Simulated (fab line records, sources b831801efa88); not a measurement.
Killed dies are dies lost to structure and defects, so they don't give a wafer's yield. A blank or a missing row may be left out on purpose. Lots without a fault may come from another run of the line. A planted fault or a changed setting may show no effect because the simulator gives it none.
Tool commonality check | flow sky130 | 13 lots, 48 wafers sampled

WHY IT WAS OPENED
At SKY_METAL5_THK_MEAS_06 the reading METAL5_ALCU_THK is flagged on 3 of 13 lots. Wafers without a fault read 1166 nm, standard deviation 13.
Rule: a lot is flagged when every wafer of it that has a number lies more than 4 standard deviations from that mean, or none has a number. The other lots count as sound.

lot  | measured     | on            | METAL5_ALCU_THK (nm), wafer by wafer | flag
L336 | day 42 11:57 | film_metro-02 | 1143 1136 1149                       |
L337 | day 43 01:33 | film_metro-03 | 1162 1176 1177                       |
L338 | day 43 14:57 | film_metro-01 | 1154 1159 1172                       |
L340 | day 44 02:09 | film_metro-01 | 1181 1172 1174                       |
L339 | day 44 02:53 | film_metro-02 | 1176 1184 1185                       |
L341 | day 44 04:29 | film_metro-02 | 1183 1190 1191                       |
L343 | day 44 20:24 | film_metro-03 | 1148 1167 1162                       |
L344 | day 45 01:34 | film_metro-03 | 1161 1168 1172                       |
L345 | day 45 08:43 | film_metro-03 | 1145 1145 1162                       |
L348 | day 46 12:14 | film_metro-02 | 1018 1006 1027 1021 1013 1026        | FLAGGED
L350 | day 46 17:53 | film_metro-02 | 1027 1022 1029 1026 1025 1030        | FLAGGED
L351 | day 46 18:23 | film_metro-03 | 1030 1019 1034 1027 1023 1023        | FLAGGED
L358 | day 48 18:50 | film_metro-02 | 1152 1136 1152                       |
The numbers of the flagged lots are 1024 nm on average: -142 nm against the usual, or -11 standard deviations.

WHICH TOOL RAN EACH LOT
The record holds 1 process step before the reading, out of a route of 708 steps. In each cell: the tool, then ch and the chambers that the sampled wafers went through, then the start.
lot  | flag    | SKY_METAL5_SPUTTER_04
L336 |         | pvd_sputter-03, day 42 11:47
L337 |         | pvd_sputter-01, day 43 01:23
L338 |         | pvd_sputter-02, day 43 14:46
L340 |         | pvd_sputter-03, day 44 01:59
L339 |         | pvd_sputter-01, day 44 02:43
L341 |         | pvd_sputter-01, day 44 04:19
L343 |         | pvd_sputter-01, day 44 20:13
L344 |         | pvd_sputter-01, day 45 01:23
L345 |         | pvd_sputter-01, day 45 08:32
L348 | FLAGGED | pvd_sputter-01, day 46 09:06
L350 | FLAGGED | pvd_sputter-01, day 46 14:43
L351 | FLAGGED | pvd_sputter-01, day 46 15:19
L358 |         | pvd_sputter-02, day 48 18:40
What these steps do:
- SKY_METAL5_SPUTTER_04: material TiN, target thk 70 nm, time 58.3 s.
- SKY_METAL5_THK_MEAS_06: measures by xrf.

FLAGGED OVER TOTAL, TOOL BY TOOL (the gauges that took the reading come last)
step                   | tool           | lots run | flagged | share of the flagged lots | sound lots run after its first flagged lot
SKY_METAL5_SPUTTER_04  | pvd_sputter-01 | 9        | 3       | all                       | 0
SKY_METAL5_SPUTTER_04  | pvd_sputter-02 | 2        | 0       | none                      | -
SKY_METAL5_SPUTTER_04  | pvd_sputter-03 | 2        | 0       | none                      | -
SKY_METAL5_THK_MEAS_06 | film_metro-01  | 2        | 0       | none                      | -
SKY_METAL5_THK_MEAS_06 | film_metro-02  | 6        | 2       | some                      | 1 (L358)
SKY_METAL5_THK_MEAS_06 | film_metro-03  | 5        | 1       | some                      | 0

WHAT THE TABLE ALLOWS
1 row of the table ran every flagged lot: pvd_sputter-01 at SKY_METAL5_SPUTTER_04.
- pvd_sputter-01 at SKY_METAL5_SPUTTER_04: 3 of its 9 lots flagged. Its last sound lot is L345 (day 45 08:32), its first flagged lot L348 (day 46 09:06): a fault that began between those two fits.
One tool is left: pvd_sputter-01 at SKY_METAL5_SPUTTER_04.

WHAT THE SIMULATOR HAD PUT IN
Process parameter drift: pvd_sputter-01, from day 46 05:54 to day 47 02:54, at SKY_METAL5_SPUTTER_04. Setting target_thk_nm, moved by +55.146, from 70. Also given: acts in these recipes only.
Lots struck among those shown: L348, L350, L351. The rule above found the same.
